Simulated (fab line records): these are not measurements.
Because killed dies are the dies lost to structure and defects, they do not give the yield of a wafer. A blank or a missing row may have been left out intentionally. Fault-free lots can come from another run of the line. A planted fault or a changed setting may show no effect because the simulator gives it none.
fab line records	flow gf180mcu
record lots=24	wafers=72	lastDay=35
route steps=602 shown M2@368 V2@407 V3@431 M5@537
lots with no fault: from the same line, run without faults
startH: hours from the record's first day to the start of the lot's first wafer shown	waitH: hours elapsed since this lot's preceding step	" unchanged from the row above	L1.1+2: several wafers, shown together as one row	- no value, or no start given	* or withheld: withheld	< > ~ a bound
route shown NAME@n: a module of which the file shows steps, and the number in the route of the first	usual: the fault-free wafers' mean and standard deviation	same: alike in all rows	chamber/n: place in a boat	sites: per-site readings	_std_site: the standard deviation of these	_edge_site: mean of outer sites minus mean of inner sites	radiusMm: for every site, how far away it sits from the centre of the wafer	mask NAME#n: copy n	behind: the last tool/chamber to shape the wafer	hold: reason for holding the lot/hours on hold/outcome of the hold	device: whichever transistor did not switch (one of n, p or np)	end of line: tests run on the same wafers once the route is complete	a step with no rows: only its recipe	killed: count of dies lost to structure and defects at first sort (not the wafer's yield)	map: the dies of a wafer, with x for killed, . for not killed, _ for no die there
set.NAME: the setting as run; set.NAME@STEP: as run at that earlier step	model.NAME: the simulator's own value behind a step, which no gauge read
one table for each step of the route and one row for each wafer, over a sample of lots
services: from which hour (startH, from the record's first day; less than 0 if before it) a tool's chamber was out of use, for how many hours, and why
## steps
# step GF_M2_THK_MEAS_06
# recipe thkMeasGauge=xrf	reads=AlCu_of_M2_SPUTTER_02
# usual M2_ALCU_THK=449/4.7
lot.wafer	tool	chamber	startH	waitH	M2_ALCU_THK[nm]
L074.1	filmMetro-04	-	423.64	0.1	445
L074.4	"	-	"	"	443
L074.5	"	-	"	"	442
L075.2	filmMetro-04	-	430.59	0.1	442
L075.4	"	-	"	"	440
L075.5	"	-	"	"	443
L076.1	filmMetro-03	-	435.97	0.1	451
L076.3	"	-	"	"	455
L076.4	"	-	"	"	449
L077.1	filmMetro-01	-	456.12	0.1	447
L077.3	"	-	"	"	442
L077.6	"	-	"	"	440
L078.1	filmMetro-03	-	466.93	0.1	457
L078.2	"	-	"	"	452
L078.5	"	-	"	"	452
L079.1	filmMetro-01	-	478.81	0.1	449
L079.2	"	-	"	"	449
L079.6	"	-	"	"	449
L080.3	filmMetro-03	-	487.67	0.1	452
L080.4	"	-	"	"	455
L080.6	"	-	"	"	448
L081.2	filmMetro-04	-	500.33	0.1	444
L081.3	"	-	"	"	448
L081.4	"	-	"	"	447
L082.1	filmMetro-03	-	500.52	0.1	451
L082.4	"	-	"	"	452
L082.5	"	-	"	"	445
L083.3	filmMetro-04	-	506.27	0.1	451
L083.4	"	-	"	"	452
L083.6	"	-	"	"	446
L084.2	filmMetro-04	-	522.98	0.1	444
L084.3	"	-	"	"	451
L084.5	"	-	"	"	444
L085.1	filmMetro-01	-	527.64	0.1	453
L085.3	"	-	"	"	444
L085.4	"	-	"	"	445
L086.1	filmMetro-01	-	536.50	0.1	448
L086.3	"	-	"	"	452
L086.5	"	-	"	"	455
L087.2	filmMetro-04	-	543.54	0.1	448
L087.3	"	-	"	"	443
L087.5	"	-	"	"	443
L088.2	filmMetro-03	-	552.99	0.1	452
L088.3	"	-	"	"	445
L088.5	"	-	"	"	446
L089.1	filmMetro-03	-	559.23	0.1	452
L089.4	"	-	"	"	444
L089.6	"	-	"	"	446
L090.3	filmMetro-04	-	579.08	0.1	443
L090.4	"	-	"	"	439
L090.6	"	-	"	"	443
L091.2	filmMetro-03	-	579.97	0.1	458
L091.3	"	-	"	"	458
L091.5	"	-	"	"	459
L092.2	filmMetro-03	-	583.27	0.1	452
L092.3	"	-	"	"	455
L092.6	"	-	"	"	453
L093.1	filmMetro-01	-	588.25	0.1	446
L093.4	"	-	"	"	449
L093.5	"	-	"	"	447
L094.3	filmMetro-03	-	600.09	0.1	454
L094.4	"	-	"	"	458
L094.6	"	-	"	"	457
L095.2	filmMetro-04	-	605.52	0.1	455
L095.3	"	-	"	"	455
L095.6	"	-	"	"	451
L096.1	filmMetro-03	-	624.83	0.1	453
L096.2	"	-	"	"	450
L096.3	"	-	"	"	455
L097.2	filmMetro-01	-	626.37	0.1	444
L097.4	"	-	"	"	442
L097.5	"	-	"	"	445
# step GF_V2_THK_MEAS_25
# recipe thkMeasGauge=xrf	reads=W_of_V2_CVD_23
# usual V2_W_THK=358/5.7
lot.wafer	tool	chamber	startH	waitH	V2_W_THK[nm]
L074.1	filmMetro-03	-	474.86	0.1	361
L074.4	"	-	"	"	357
L074.5	"	-	"	"	360
L075.2	filmMetro-02	-	480.70	0.1	354
L075.4	"	-	"	"	354
L075.5	"	-	"	"	350
L076.1	filmMetro-02	-	487.29	0.1	359
L076.3	"	-	"	"	362
L076.4	"	-	"	"	361
L077.1	filmMetro-03	-	505.68	0.1	356
L077.3	"	-	"	"	355
L077.6	"	-	"	"	358
L078.1	filmMetro-01	-	517.37	0.1	358
L078.2	"	-	"	"	350
L078.5	"	-	"	"	353
L079.1	filmMetro-03	-	528.76	0.1	355
L079.2	"	-	"	"	359
L079.6	"	-	"	"	361
L080.3	filmMetro-02	-	536.77	0.1	366
L080.4	"	-	"	"	360
L080.6	"	-	"	"	366
L081.2	filmMetro-03	-	548.60	0.1	359
L081.3	"	-	"	"	358
L081.4	"	-	"	"	351
L082.1	filmMetro-02	-	548.64	0.1	364
L082.4	"	-	"	"	361
L082.5	"	-	"	"	359
L083.3	filmMetro-01	-	554.57	0.1	358
L083.4	"	-	"	"	361
L083.6	"	-	"	"	358
L084.2	filmMetro-03	-	578.79	0.1	351
L084.3	"	-	"	"	354
L084.5	"	-	"	"	355
L085.1	filmMetro-03	-	579.13	0.1	357
L085.3	"	-	"	"	356
L085.4	"	-	"	"	361
L086.1	filmMetro-02	-	583.24	0.1	359
L086.3	"	-	"	"	357
L086.5	"	-	"	"	355
L087.2	filmMetro-03	-	588.41	0.1	354
L087.3	"	-	"	"	357
L087.5	"	-	"	"	359
L088.2	filmMetro-01	-	600.22	0.1	359
L088.3	"	-	"	"	363
L088.5	"	-	"	"	363
L089.1	filmMetro-03	-	605.88	0.1	345
L089.4	"	-	"	"	351
L089.6	"	-	"	"	346
L090.3	filmMetro-02	-	623.50	0.1	351
L090.4	"	-	"	"	347
L090.6	"	-	"	"	355
L091.2	filmMetro-03	-	624.27	0.1	367
L091.3	"	-	"	"	366
L091.5	"	-	"	"	367
L092.2	filmMetro-01	-	626.84	0.1	352
L092.3	"	-	"	"	354
L092.6	"	-	"	"	349
L093.1	filmMetro-02	-	632.30	0.1	368
L093.4	"	-	"	"	370
L093.5	"	-	"	"	371
L094.3	filmMetro-03	-	644.11	0.1	355
L094.4	"	-	"	"	356
L094.6	"	-	"	"	353
L095.2	filmMetro-01	-	649.53	0.1	367
L095.3	"	-	"	"	365
L095.6	"	-	"	"	364
L096.1	filmMetro-02	-	668.30	0.1	362
L096.2	"	-	"	"	358
L096.3	"	-	"	"	364
L097.2	filmMetro-03	-	669.62	0.1	358
L097.4	"	-	"	"	364
L097.5	"	-	"	"	359
# step GF_V3_CVD_02
# recipe material=SiO2	targetThkNm=850	precursor=TEOS	tempC=400	timeS=94.851	rfW=600
# usual heaterPowerW=648/96
lot.wafer	tool	chamber	startH	waitH	heaterPowerW	sinceWetCleanH
L074.1	pecvd-04	2	500.09	0.1	662	742
L074.4	"	1	"	"	572	-
L074.5	"	2	"	"	707	-
L075.2	pecvd-04	0	505.98	0.0	723	748
L075.4	"	1	"	"	455	-
L075.5	"	2	"	"	587	-
L076.1	pecvd-04	2	512.78	0.1	686	755
L076.3	"	1	"	"	587	755
L076.4	"	0	"	"	739	-
L077.1	pecvd-03	1	531.20	0.1	711	148
L077.3	"	2	"	"	628	148
L077.6	"	1	"	"	737	-
L078.1	pecvd-01	0	554.63	0.1	738	380
L078.2	"	2	"	"	612	380
L078.5	"	1	"	"	849	-
L079.1	pecvd-03	1	555.01	0.1	709	172
L079.2	"	2	"	"	593	172
L079.6	"	1	"	"	769	-
L080.3	pecvd-04	2	559.44	0.0	666	801
L080.4	"	2	"	"	702	-
L080.6	"	0	"	"	736	-
L081.2	pecvd-03	1	572.16	0.0	742	189
L081.3	"	1	"	"	781	-
L081.4	"	0	"	"	438	-
L082.1	pecvd-01	0	572.85	0.1	688	398
L082.4	"	0	"	"	732	-
L082.5	"	1	"	"	678	-
L083.3	pecvd-04	1	577.24	0.0	589	819
L083.4	"	0	"	"	705	-
L083.6	"	2	"	"	661	-
L084.2	pecvd-01	2	602.36	0.0	505	428
L084.3	"	1	"	"	713	428
L084.5	"	0	"	"	724	-
L085.1	pecvd-03	0	602.77	0.1	512	220
L085.3	"	1	"	"	766	-
L085.4	"	0	"	"	546	-
L086.1	pecvd-01	0	605.89	0.1	678	431
L086.3	"	1	"	"	784	431
L086.5	"	1	"	"	809	-
L087.2	pecvd-01	1	610.53	0.0	818	436
L087.3	"	0	"	"	675	436
L087.5	"	0	"	"	718	-
L088.2	pecvd-04	0	622.39	0.0	675	17
L088.3	"	2	"	"	646	17
L088.5	"	0	"	"	709	-
L089.1	pecvd-01	1	628.78	0.1	713	454
L089.4	"	0	"	"	733	-
L089.6	"	1	"	"	761	-
L090.3	pecvd-03	2	645.27	0.0	655	262
L090.4	"	2	"	"	682	-
L090.6	"	1	"	"	645	-
L091.2	pecvd-03	0	646.77	0.0	524	264
L091.3	"	2	"	"	561	264
L091.5	"	1	"	"	628	-
L092.2	pecvd-04	0	649.48	0.0	653	44
L092.3	"	1	"	"	539	44
L092.6	"	1	"	"	573	-
L093.1	pecvd-01	1	654.26	0.1	687	480
L093.4	"	2	"	"	609	-
L093.5	"	0	"	"	670	-
L094.3	pecvd-04	0	664.91	0.0	698	60
L094.4	"	1	"	"	541	-
L094.6	"	2	"	"	579	-
L095.2	pecvd-04	0	670.77	0.0	592	66
L095.3	"	1	"	"	584	66
L095.6	"	0	"	"	660	-
L096.1	pecvd-03	2	688.17	0.1	663	305
L096.2	"	0	"	"	498	305
L096.3	"	1	"	"	792	305
L097.2	pecvd-01	1	690.93	0.0	743	516
L097.4	"	1	"	"	811	-
L097.5	"	0	"	"	592	-
# step GF_V3_SPUTTER_22
# recipe material=TiN	targetThkNm=10	chamberPressurePa=5	powerW=4000	timeS=40
# usual throttleValvePct=30.5/1.2
lot.wafer	tool	chamber	startH	waitH	throttleValvePct
L074.1	pvdSputter-03	-	524.51	0.0	30.8
L074.4	"	-	"	"	30.4
L074.5	"	-	"	"	31.2
L075.2	pvdSputter-03	-	531.39	0.0	30.4
L075.4	"	-	"	"	30.4
L075.5	"	-	"	"	31.0
L076.1	pvdSputter-03	-	537.88	0.0	31.1
L076.3	"	-	"	"	30.8
L076.4	"	-	"	"	30.8
L077.1	pvdSputter-03	-	554.87	0.0	30.2
L077.3	"	-	"	"	30.6
L077.6	"	-	"	"	30.5
L078.1	pvdSputter-04	-	577.75	0.0	31.3
L078.2	"	-	"	"	32.3
L078.5	"	-	"	"	31.4
L079.1	pvdSputter-03	-	579.21	0.0	30.9
L079.2	"	-	"	"	30.4
L079.6	"	-	"	"	30.4
L080.3	pvdSputter-03	-	583.56	0.0	30.8
L080.4	"	-	"	"	31.1
L080.6	"	-	"	"	30.9
L081.2	pvdSputter-01	-	595.02	0.0	27.8
L081.3	"	-	"	"	30.0
L081.4	"	-	"	"	31.5
L082.1	pvdSputter-04	-	598.36	0.0	30.6
L082.4	"	-	"	"	28.6
L082.5	"	-	"	"	32.1
L083.3	pvdSputter-03	-	600.25	0.0	30.5
L083.4	"	-	"	"	31.1
L083.6	"	-	"	"	30.9
L084.2	pvdSputter-04	-	624.67	0.0	30.8
L084.3	"	-	"	"	28.3
L084.5	"	-	"	"	28.2
L085.1	pvdSputter-01	-	625.04	0.0	28.0
L085.3	"	-	"	"	29.9
L085.4	"	-	"	"	28.4
L086.1	pvdSputter-04	-	631.21	0.0	30.9
L086.3	"	-	"	"	30.9
L086.5	"	-	"	"	32.4
L087.2	pvdSputter-03	-	633.51	0.0	30.9
L087.3	"	-	"	"	30.5
L087.5	"	-	"	"	31.0
L088.2	pvdSputter-03	-	644.21	0.0	30.9
L088.3	"	-	"	"	30.3
L088.5	"	-	"	"	31.1
L089.1	pvdSputter-01	-	650.76	0.0	27.7
L089.4	"	-	"	"	28.3
L089.6	"	-	"	"	31.4
L090.3	pvdSputter-01	-	666.64	0.0	27.5
L090.4	"	-	"	"	29.6
L090.6	"	-	"	"	29.9
L091.2	pvdSputter-04	-	668.58	0.0	28.6
L091.3	"	-	"	"	30.9
L091.5	"	-	"	"	31.1
L092.2	pvdSputter-04	-	670.66	0.0	28.4
L092.3	"	-	"	"	31.0
L092.6	"	-	"	"	31.0
L093.1	pvdSputter-04	-	675.71	0.0	31.1
L093.4	"	-	"	"	30.8
L093.5	"	-	"	"	31.1
L094.3	pvdSputter-04	-	686.19	0.0	32.1
L094.4	"	-	"	"	30.7
L094.6	"	-	"	"	32.2
L095.2	pvdSputter-03	-	691.37	0.0	30.6
L095.3	"	-	"	"	30.2
L095.6	"	-	"	"	30.9
L096.1	pvdSputter-04	-	708.49	0.0	32.4
L096.2	"	-	"	"	28.5
L096.3	"	-	"	"	31.1
L097.2	pvdSputter-04	-	710.84	0.0	31.0
L097.4	"	-	"	"	32.4
L097.5	"	-	"	"	31.0
# step GF_V3_RS_MEAS_24
# recipe thkMeasGauge=four-point-probe	reads=W_of_V3_CVD_23+TiN_of_V3_SPUTTER_22+Ti_of_V3_SPUTTER_21
# usual V3_W_RS=0.330/0.0045
lot.wafer	tool	chamber	startH	waitH	V3_W_RS[ohm/sq]
L074.1	filmMetro-04	-	524.66	0.1	0.330
L074.4	"	-	"	"	0.326
L074.5	"	-	"	"	0.328
L075.2	filmMetro-02	-	531.56	0.1	0.323
L075.4	"	-	"	"	0.327
L075.5	"	-	"	"	0.324
L076.1	filmMetro-03	-	538.03	0.1	0.327
L076.3	"	-	"	"	0.329
L076.4	"	-	"	"	0.329
L077.1	filmMetro-04	-	555.02	0.1	0.333
L077.3	"	-	"	"	0.332
L077.6	"	-	"	"	0.323
L078.1	filmMetro-04	-	577.90	0.1	0.334
L078.2	"	-	"	"	0.326
L078.5	"	-	"	"	0.330
L079.1	filmMetro-02	-	579.36	0.1	0.327
L079.2	"	-	"	"	0.335
L079.6	"	-	"	"	0.331
L080.3	filmMetro-02	-	583.75	0.1	0.327
L080.4	"	-	"	"	0.324
L080.6	"	-	"	"	0.335
L081.2	filmMetro-03	-	595.19	0.1	0.337
L081.3	"	-	"	"	0.340
L081.4	"	-	"	"	0.325
L082.1	filmMetro-03	-	598.52	0.1	0.337
L082.4	"	-	"	"	0.327
L082.5	"	-	"	"	0.329
L083.3	filmMetro-02	-	600.44	0.1	0.325
L083.4	"	-	"	"	0.328
L083.6	"	-	"	"	0.327
L084.2	filmMetro-04	-	624.84	0.1	0.330
L084.3	"	-	"	"	0.331
L084.5	"	-	"	"	0.330
L085.1	filmMetro-02	-	625.19	0.1	0.336
L085.3	"	-	"	"	0.336
L085.4	"	-	"	"	0.329
L086.1	filmMetro-02	-	631.36	0.1	0.331
L086.3	"	-	"	"	0.331
L086.5	"	-	"	"	0.330
L087.2	filmMetro-03	-	633.69	0.1	0.332
L087.3	"	-	"	"	0.332
L087.5	"	-	"	"	0.334
L088.2	filmMetro-03	-	644.38	0.1	0.335
L088.3	"	-	"	"	0.331
L088.5	"	-	"	"	0.330
L089.1	filmMetro-03	-	650.91	0.1	0.340
L089.4	"	-	"	"	0.336
L089.6	"	-	"	"	0.339
L090.3	filmMetro-04	-	666.83	0.1	0.322
L090.4	"	-	"	"	0.334
L090.6	"	-	"	"	0.324
L091.2	filmMetro-03	-	668.75	0.1	0.329
L091.3	"	-	"	"	0.329
L091.5	"	-	"	"	0.330
L092.2	filmMetro-04	-	670.83	0.1	0.330
L092.3	"	-	"	"	0.331
L092.6	"	-	"	"	0.335
L093.1	filmMetro-04	-	675.86	0.1	0.332
L093.4	"	-	"	"	0.329
L093.5	"	-	"	"	0.329
L094.3	filmMetro-02	-	686.38	0.1	0.332
L094.4	"	-	"	"	0.321
L094.6	"	-	"	"	0.330
L095.2	filmMetro-03	-	691.54	0.1	0.331
L095.3	"	-	"	"	0.324
L095.6	"	-	"	"	0.325
L096.1	filmMetro-04	-	708.71	0.1	0.323
L096.2	"	-	"	"	0.327
L096.3	"	-	"	"	0.324
L097.2	filmMetro-04	-	711.02	0.1	0.340
L097.4	"	-	"	"	0.333
L097.5	"	-	"	"	0.338
# step GF_M5_STRIP_11
# recipe chemistry=O2/N2	powerW=1400	pressureMtorr=1500	platenTempC=250	o2FlowSccm=3000	n2FlowSccm=300	overashFraction=0.5
# usual drypumpMotorCurrentA=5.7/0.53	heaterPowerW=325/34	oesProductAu=0.543/0.0045	stripTimeToEndpointS=7.53/0.053
lot.wafer	tool	chamber	startH	waitH	drypumpMotorCurrentA	heaterPowerW	oesProductAu	rfHoursCounterH	stripTimeToEndpointS
L074.1	plasmaAsher-04	1	623.13	0.1	5.9	301	0.537	82	7.61
L074.4	"	1	"	"	5.9	296	0.539	-	7.60
L074.5	"	0	"	"	4.9	392	0.546	-	7.61
L075.2	plasmaAsher-03	1	625.38	0.1	6.6	279	0.542	16	7.51
L075.4	"	0	"	"	5.8	324	0.542	-	7.47
L075.5	"	1	"	"	6.6	282	0.543	-	7.52
L076.1	plasmaAsher-04	1	629.35	0.1	5.9	301	0.536	83	7.45
L076.3	"	0	"	"	4.9	392	0.550	-	7.62
L076.4	"	1	"	"	5.9	309	0.539	-	7.51
L077.1	plasmaAsher-01	0	647.20	0.1	5.2	316	0.546	58	7.52
L077.3	"	0	"	"	5.2	319	0.554	-	7.52
L077.6	"	1	"	"	5.7	341	0.554	-	7.57
L078.1	plasmaAsher-03	1	663.70	0.1	6.6	280	0.541	20	7.62
L078.2	"	0	"	"	5.8	320	0.544	20	7.54
L078.5	"	1	"	"	6.6	280	0.545	-	7.55
L079.1	plasmaAsher-01	0	668.00	0.1	5.2	312	0.548	60	7.63
L079.2	"	1	"	"	5.7	344	0.546	60	7.59
L079.6	"	0	"	"	5.2	317	0.538	-	7.56
L080.3	plasmaAsher-01	0	671.27	0.1	5.2	323	0.551	-	7.51
L080.4	"	1	"	"	5.7	339	0.548	-	7.59
L080.6	"	1	"	"	5.7	344	0.540	-	7.51
L081.2	plasmaAsher-03	0	680.22	0.1	5.7	312	0.544	22	7.52
L081.3	"	1	"	"	6.6	284	0.548	-	7.57
L081.4	"	0	"	"	5.7	310	0.548	-	7.48
L082.1	plasmaAsher-01	1	683.37	0.1	5.7	348	0.545	62	7.55
L082.4	"	0	"	"	5.2	317	0.553	-	7.47
L082.5	"	0	"	"	5.2	317	0.548	-	7.46
L083.3	plasmaAsher-04	0	685.78	0.1	4.9	394	0.543	-	7.60
L083.4	"	1	"	"	5.9	296	0.541	-	7.53
L083.6	"	0	"	"	4.9	386	0.542	-	7.60
L084.2	plasmaAsher-03	1	708.67	0.1	6.6	281	0.539	25	7.53
L084.3	"	1	"	"	6.6	272	0.541	-	7.56
L084.5	"	1	"	"	6.6	277	0.540	-	7.53
L085.1	plasmaAsher-04	1	709.03	0.1	6.0	310	0.544	91	7.54
L085.3	"	0	"	"	4.9	391	0.539	-	7.49
L085.4	"	1	"	"	5.9	309	0.540	-	7.60
L086.1	plasmaAsher-04	0	715.40	0.1	4.9	383	0.543	91	7.51
L086.3	"	1	"	"	5.9	293	0.541	-	7.52
L086.5	"	1	"	"	5.9	309	0.553	-	7.54
L087.2	plasmaAsher-04	1	716.28	0.1	5.9	311	0.540	92	7.49
L087.3	"	0	"	"	4.9	384	0.544	-	7.49
L087.5	"	0	"	"	4.9	379	0.541	-	7.55
L088.2	plasmaAsher-04	1	724.00	0.1	5.9	306	0.543	92	7.57
L088.3	"	0	"	"	4.9	391	0.538	-	7.50
L088.5	"	1	"	"	5.9	312	0.530	-	7.45
L089.1	plasmaAsher-01	1	731.85	0.1	5.7	348	0.543	68	7.50
L089.4	"	1	"	"	5.7	337	0.543	-	7.52
L089.6	"	1	"	"	5.7	338	0.543	-	7.59
L090.3	plasmaAsher-03	1	745.03	0.1	6.6	284	0.554	-	7.61
L090.4	"	0	"	"	5.7	317	0.543	-	7.54
L090.6	"	0	"	"	5.7	325	0.550	-	7.61
L091.2	plasmaAsher-01	0	748.53	0.1	5.2	318	0.549	70	7.56
L091.3	"	0	"	"	5.2	311	0.544	-	7.55
L091.5	"	0	"	"	5.2	319	0.543	-	7.54
L092.2	plasmaAsher-03	0	750.20	0.1	5.7	314	0.546	29	7.50
L092.3	"	0	"	"	5.7	318	0.537	-	7.49
L092.6	"	1	"	"	6.6	282	0.547	-	7.52
L093.1	plasmaAsher-04	1	754.85	0.1	5.9	305	0.546	96	7.60
L093.4	"	1	"	"	5.9	309	0.545	-	7.54
L093.5	"	1	"	"	5.9	303	0.543	-	7.54
L094.3	plasmaAsher-03	1	761.42	0.1	6.6	280	0.547	-	7.53
L094.4	"	0	"	"	5.7	326	0.548	-	7.53
L094.6	"	1	"	"	6.6	280	0.548	-	7.55
L095.2	plasmaAsher-03	0	768.51	0.1	5.7	318	0.543	31	7.49
L095.3	"	1	"	"	6.6	281	0.544	-	7.50
L095.6	"	0	"	"	5.7	318	0.540	-	7.47
L096.1	plasmaAsher-01	0	781.63	0.1	5.2	320	0.539	73	7.43
L096.2	"	1	"	"	5.7	347	0.534	73	7.48
L096.3	"	0	"	"	5.2	316	0.544	-	7.46
L097.2	plasmaAsher-01	0	783.60	0.1	5.2	316	0.544	73	7.60
L097.4	"	1	"	"	5.7	335	0.550	-	7.59
L097.5	"	1	"	"	5.7	349	0.545	-	7.59
## services
tool	chamber	startH	hours	kind
pecvd-04	1	497.59	2.3	repair
plasmaAsher-04	-	500.32	1.9	repair
plasmaAsher-04	-	500.81	3.4	repair
pecvd-03	-	511.16	0.7	repair
plasmaAsher-04	-	516.77	9.2	pm
plasmaAsher-01	-	535.08	2.8	pm
plasmaAsher-04	-	541.40	2.4	repair
pecvd-03	1	543.82	6.3	repair
pecvd-03	2	564.55	50.9	repair
pecvd-01	2	572.68	13.2	repair
pecvd-04	1	581.35	5.0	repair
pecvd-04	-	591.12	14.0	pm
pecvd-04	-	605.12	2.8	pm
pvdSputter-04	-	605.96	5.5	repair
pecvd-03	-	652.59	2.5	repair
pvdSputter-03	-	656.64	1.5	repair
pecvd-04	0	681.38	3.3	repair
plasmaAsher-04	-	696.40	10.0	repair
pecvd-03	1	711.69	3.1	repair
pvdSputter-03	-	718.88	3.1	repair
plasmaAsher-04	-	721.24	2.6	repair
plasmaAsher-03	-	724.54	8.6	repair
pvdSputter-04	-	754.77	0.5	repair
pecvd-01	-	775.76	14.6	pm
## key
fault none
